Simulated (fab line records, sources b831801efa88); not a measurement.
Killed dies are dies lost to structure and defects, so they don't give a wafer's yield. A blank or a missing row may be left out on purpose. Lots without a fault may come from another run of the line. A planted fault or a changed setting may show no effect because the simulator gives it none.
A struck lot beside a sound one | flow sky130 | 30 steps out of a route of 708
Sound: wafers L607.1, L607.2, L607.6. Struck: wafer L618.6. (L618.5 of the same lot was not struck and is left out.) The cause comes at the end.
At each step with rows: each side's tool, then ch and its chambers, then its first start. Under that, the readings that differ: sound wafers | struck wafers | difference of the means | sigmas: that difference in standard deviations of wafers without a fault.
alike: readings whose means differ by less than 2 such deviations, and words and numbers that are the same on both sides. not compared: withheld readings, readings that some wafer has no value for, bounds like >300 that may hide the same value, and numbers for which the record gives no deviation and whose values overlap.
The two part at a step that has a row with sigmas, a row that says differs or no value, or rows on one side only. Numbers that don't overlap but have no deviation are shown without sigmas and don't part them. A reading that every wafer of one side lacks parts them only if that side has two wafers or more.

SKY_LI_CONTACT_OVL_MEAS_13:
  sound on overlay-01, day 31 14:56; struck on overlay-02, day 35 06:18
  reading             | sound   | struck | difference | sigmas
  LI_CONTACT_OVL (nm) | 10 12 3 | -4     | -12        | -2
SKY_LI_CONTACT_ETCH_14: etches BARC in N2/H2, stops on SiO2, time 45.9 s, target depth 60 nm.
  sound on rie_diel-01 ch 1,3, day 31 14:58; struck on rie_diel-04 ch 1, day 35 06:20
  alike: drypump_motor_current_A, oes_product_au, throttle_valve_pct
  not compared: rf_hours_counter_h
SKY_LI_CONTACT_ETCH_15: etches PSG in C4F8/O2/Ar, stops on Si, target depth 600 nm.
  sound on rie_diel-01 ch 1,3, day 31 15:01; struck on rie_diel-04 ch 1, day 35 06:24
  alike: oes_product_au
then, 4 steps without rows for these wafers: SKY_LI_CONTACT_STRIP_16 (strips in O2/N2); SKY_LI_CONTACT_CLEAN_17 (cleans in NMP, time 600 s); SKY_LI_CONTACT_PRE_CLEAN_18 (time 5.6 s); SKY_LI_CONTACT_SPUTTER_19 (material Ti, target thk 20 nm, time 106.37 s).
SKY_LI_CONTACT_SPUTTER_20: material TiN, target thk 20 nm, time 80 s.
  sound on pvd_sputter-01, day 31 15:28; struck on pvd_sputter-03, day 35 06:50
  alike: chamber_pressure_pa, throttle_valve_pct
SKY_LI_CONTACT_CVD_21: deposits W, target thk 400 nm, time 120.56 s.
  sound on cvd_w-01 ch 0,1, day 31 15:31; struck on cvd_w-02 ch 0, day 35 06:58
  reading            | sound       | struck | difference | sigmas
  heater_power_w (W) | 791 670 684 | 867    | +152       | +2
SKY_LI_CONTACT_RS_MEAS_22: measures by four-point-probe.
  sound on film_metro-03, day 31 15:39; struck on film_metro-03, day 35 07:05
  alike: LI_CONTACT_W_RS
SKY_LI_CONTACT_THK_MEAS_23: measures by xrf.
  sound on film_metro-03, day 31 15:46; struck on film_metro-03, day 35 07:10
  alike: LI_CONTACT_W_THK
then, 1 step without rows for these wafers: SKY_LI_CONTACT_CMP_24 (polishes, stops on PSG, t overpolish 20 s, target thk 0 nm).
SKY_LOCAL_INTERCONNECT_SPUTTER_00: material TiN, target thk 100 nm, time 83.3 s.
  sound on pvd_sputter-02, day 31 16:08; struck on pvd_sputter-02, day 35 07:31
  reading                                                | sound             | struck | difference | sigmas
  model.TiN_of_LOCAL_INTERCONNECT_SPUTTER_00.thk_nm (nm) | 99.07 101.1 100.3 | 97.15  | -3.01      |
  alike: chamber_pressure_pa, throttle_valve_pct
SKY_LOCAL_INTERCONNECT_RS_MEAS_01: measures by four-point-probe.
  sound on film_metro-03, day 31 16:11; struck on film_metro-01, day 35 07:37
  reading                            | sound             | struck | difference | sigmas
  LOCAL_INTERCONNECT_TIN_RS (ohm/sq) | 14.33 13.98 14.15 | 14.61  | +0.46      | +3
SKY_LOCAL_INTERCONNECT_THK_MEAS_02: measures by xrf.
  sound on film_metro-03, day 31 16:19; struck on film_metro-01, day 35 07:42
  reading                         | sound          | struck | difference | sigmas
  LOCAL_INTERCONNECT_TIN_THK (nm) | 97.8 99.5 98.6 | 96.0   | -2.6       | -2
then, 8 steps without rows for these wafers: SKY_LOCAL_INTERCONNECT_DEHYDRATE_03 (time 60 s); SKY_LOCAL_INTERCONNECT_HMDS_04 (prime time 60 s); SKY_LOCAL_INTERCONNECT_COAT_05 (resist thk 60 nm); SKY_LOCAL_INTERCONNECT_COAT_06 (resist thk 450 nm); SKY_LOCAL_INTERCONNECT_SOFTBAKE_07 (time 90 s); SKY_LOCAL_INTERCONNECT_EXPOSE_08 (exposes mask LI1M, target cd 170 nm); SKY_LOCAL_INTERCONNECT_PEB_09; SKY_LOCAL_INTERCONNECT_DEVELOP_10 (develop time 60 s).
SKY_LOCAL_INTERCONNECT_CD_MEAS_11: target cd 170 nm.
  sound on cd_sem-01, day 32 18:59; struck on cd_sem-02, day 36 09:53
  alike: cd_nm
SKY_LOCAL_INTERCONNECT_OVL_MEAS_12:
  sound on overlay-02, day 32 19:07; struck on overlay-01, day 36 09:57
  alike: LOCAL_INTERCONNECT_OVL
SKY_LOCAL_INTERCONNECT_ETCH_13: etches BARC in N2/H2, stops on SiO2, time 45.9 s, target depth 60 nm.
  sound on rie_metal-04 ch 0,1, day 32 19:09; struck on rie_metal-04 ch 1, day 36 10:01
  alike: drypump_motor_current_A, oes_product_au, throttle_valve_pct
  not compared: rf_hours_counter_h
SKY_LOCAL_INTERCONNECT_METAL_ETCH_14: etches TiN in Cl2/BCl3, stops on PSG, target depth 110 nm, time 31.4 s.
  sound on rie_metal-04 ch 0,1, day 32 19:13; struck on rie_metal-04 ch 1, day 36 10:04
  reading                                        | sound                | struck | difference | sigmas
  throttle_valve_pct (%)                         | 21.894 21.893 21.888 | 21.917 | +0.025     | +3
  model.etch.depth_nm (nm)                       | 99.07 101.1 100.3    | 97.15  | -3.01      |
  model.LOCAL_INTERCONNECT.feature_depth_nm (nm) | 99.07 101.1 100.3    | 97.15  | -3.01      |
  alike: bcl3_flow_sccm, drypump_motor_current_A, oes_product_au
  not compared: rf_hours_counter_h
then, 1 step without rows for these wafers: SKY_LOCAL_INTERCONNECT_STRIP_15 (strips in O2/N2).
SKY_LOCAL_INTERCONNECT_STRIP_16: strips in post etch residue remover, time 1200 s.
  sound on wet_bench-03 ch 2, day 32 19:22; struck on wet_bench-02 ch 0, day 36 10:11
  reading                                                | sound            | struck | difference | sigmas
  model.TiN_of_LOCAL_INTERCONNECT_SPUTTER_00.thk_nm (nm) | 98.66 100.7 99.9 | 96.72  | -3.03      |
then, 1 step without rows for these wafers: SKY_LOCAL_INTERCONNECT_CLEAN_17 (cleans in IPA, time 180 s).

WHERE THEY PART
First at SKY_LI_CONTACT_OVL_MEAS_13; last, within this record, at SKY_LOCAL_INTERCONNECT_METAL_ETCH_14.

WHY: what the simulator had put in
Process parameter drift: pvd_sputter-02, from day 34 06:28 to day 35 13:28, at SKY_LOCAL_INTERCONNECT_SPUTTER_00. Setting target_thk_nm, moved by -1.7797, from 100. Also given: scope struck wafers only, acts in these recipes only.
